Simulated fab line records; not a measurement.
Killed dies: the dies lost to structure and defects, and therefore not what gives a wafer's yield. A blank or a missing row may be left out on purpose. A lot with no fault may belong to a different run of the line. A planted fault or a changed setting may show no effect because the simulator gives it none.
A lot that was struck, set against a sound lot || flow sky130 || 19 steps out of a route of 708
Sound: wafers L911.2, L911.4, L911.6. Struck: wafer L923.2 (left out: L923.1, L923.5 of the same lot, which were not struck); the cause appears at the end.
Order at every step that has rows: each side's tool, ch and its chambers, its first start. Under that, the readings that differ: sound wafers || struck wafers || difference of the means || sigmas: that difference in standard deviations of wafers without a fault.
alike: same words and numbers on both sides, and readings whose means sit less than 2 such deviations apart. not compared: any withheld reading, any reading some wafer has no value for, any bound like >300 that may hide the same value, and any number with overlapping values for which the record gives no deviation.
The two part at a step that has a row with sigmas, a row that says differs or no value, or rows on one side only. When numbers do not overlap yet have no deviation, they are printed without sigmas and do not part them. A reading missing from all wafers of one side parts the sides only when that side holds two or more wafers.

SKY_METAL4_STRIP_19: strips in O2/N2.
  sound on plasma asher-02 ch 0,1, day 42 09:46; struck on plasma asher-02 ch 0, day 45 13:56
  alike: drypump motor current A, oes product au, strip time to endpoint s
  not compared: rf hours counter h
then, 4 steps without rows for these wafers: SKY_METAL4_STRIP_20 (strips in post etch residue remover, time 1200 s); SKY_METAL4_CLEAN_21 (cleans in IPA, time 180 s); SKY_METAL4_CLEAN_22 (cleans in O3/DIW); SKY_VIA4_HDPCVD_00 (deposits SiO2, target thk 1750 nm, time 291.7 s).
SKY_VIA4_THK_MEAS_01:
  sound on film metro-02, day 42 10:33; struck on film metro-01, day 45 14:42
  alike: VIA4_HDPCVD_THK
SKY_VIA4_CMP_02: polishes SiO2.
  sound on cmp-01 ch 0,3, day 42 10:43; struck on cmp-02 ch 1, day 45 14:55
  alike: edge zone pressure frac, motor current A
SKY_VIA4_BOW_MEAS_03:
  sound on film metro-01, day 42 10:59; struck on film metro-02, day 45 15:10
  alike: VIA4_BOW
then, 4 steps without rows for these wafers: SKY_VIA4_DEHYDRATE_04 (time 60 s); SKY_VIA4_HMDS_05 (prime time 60 s); SKY_VIA4_COAT_06 (resist thk 1140 nm); SKY_VIA4_SOFTBAKE_07 (time 60 s).
SKY_VIA4_EXPOSE_08: exposes mask VIM4, target cd 800 nm.
  sound on iline stepper-02 ch 0, day 42 22:29; struck on iline stepper-01 ch 0, day 46 01:49
  alike: mask
then, 2 steps without rows for these wafers: SKY_VIA4_PEB_09; SKY_VIA4_DEVELOP_10 (develop time 60 s).
SKY_VIA4_OVL_MEAS_11:
  sound on overlay-01, day 43 10:06; struck on overlay-02, day 46 11:56
  alike: VIA4_OVL
SKY_VIA4_ETCH_12: etches SiO2 in C4F8/O2/Ar, stops on TiN, target depth 580 nm.
  sound on rie diel-01 ch 0,1,3, day 43 10:08; struck on rie diel-03 ch 3, day 46 11:59
{"reading": "model.VIA4.cd nm (nm)", "sound": "798.8 796.2 798.4", "struck": 852, "difference": "+54", "sigmas": ""}
  alike: oes product au
SKY_VIA4_STRIP_13: strips in O2/N2.
  sound on plasma asher-02 ch 0,1, day 43 10:12; struck on plasma asher-03 ch 0, day 46 12:03
{"reading": "drypump motor current A (A)", "sound": "6.5 6.4 6.3", "struck": 5.3, "difference": -1.1, "sigmas": -2}
{"reading": "strip time to endpoint s (s)", "sound": "12.83 12.83 12.85", "struck": 12.75, "difference": -0.09, "sigmas": -3}
  alike: oes product au
  not compared: rf hours counter h
-- the record jumps here: 3 days lie between the struck wafers' starts before and after (it left off in module VIA4 and takes up again in module PAD_OPEN, whose first step shown is number 708 of the route) --
SKY_PAD_OPEN_PROBE_99:
  sound on prober-01, day 46 08:38; struck on prober-01, day 49 03:42
{"reading": "defect limited yield (%)", "sound": "79.7 78.0 75.2", "struck": 83.7, "difference": "+6.1", "sigmas": "+3"}
{"reading": "killed at contacts", "sound": "29 35 34", "struck": 18, "difference": -15, "sigmas": -3}
{"reading": "killed dies", "sound": "100 108 122", "struck": 80, "difference": -30, "sigmas": -3}
{"reading": "killed open", "sound": "55 54 65", "struck": 35, "difference": -23, "sigmas": -3}
{"reading": "sort_bin_3_pad_short (%)", "sound": "1.0 2.0 1.4", "struck": 0.4, "difference": -1.1, "sigmas": -3}
{"reading": "sort_bin_6_memory (%)", "sound": "6.3 8.9 8.9", "struck": 5.7, "difference": -2.3, "sigmas": -2}
{"reading": "sort n pass", "sound": "392 384 370", "struck": 412, "difference": "+30", "sigmas": "+3"}
{"reading": "sort yield pct (%)", "sound": "79.7 78.0 75.2", "struck": 83.7, "difference": "+6.1", "sigmas": "+3"}
{"reading": "model.etest.via4 chain.rc ohm", "sound": "0.7977 0.8164 0.8376", "struck": 0.6942, "difference": -0.1230, "sigmas": ""}
  alike: killed_at_M0_to_M3, killed_at_M4_up, killed at front end, killed at other, killed short, sort_bin_5_function

## WHERE THEY PART
Last at SKY_PAD_OPEN_PROBE_99 as far as this record goes, first at SKY_VIA4_STRIP_13.

WHY: what had been put in by the simulator
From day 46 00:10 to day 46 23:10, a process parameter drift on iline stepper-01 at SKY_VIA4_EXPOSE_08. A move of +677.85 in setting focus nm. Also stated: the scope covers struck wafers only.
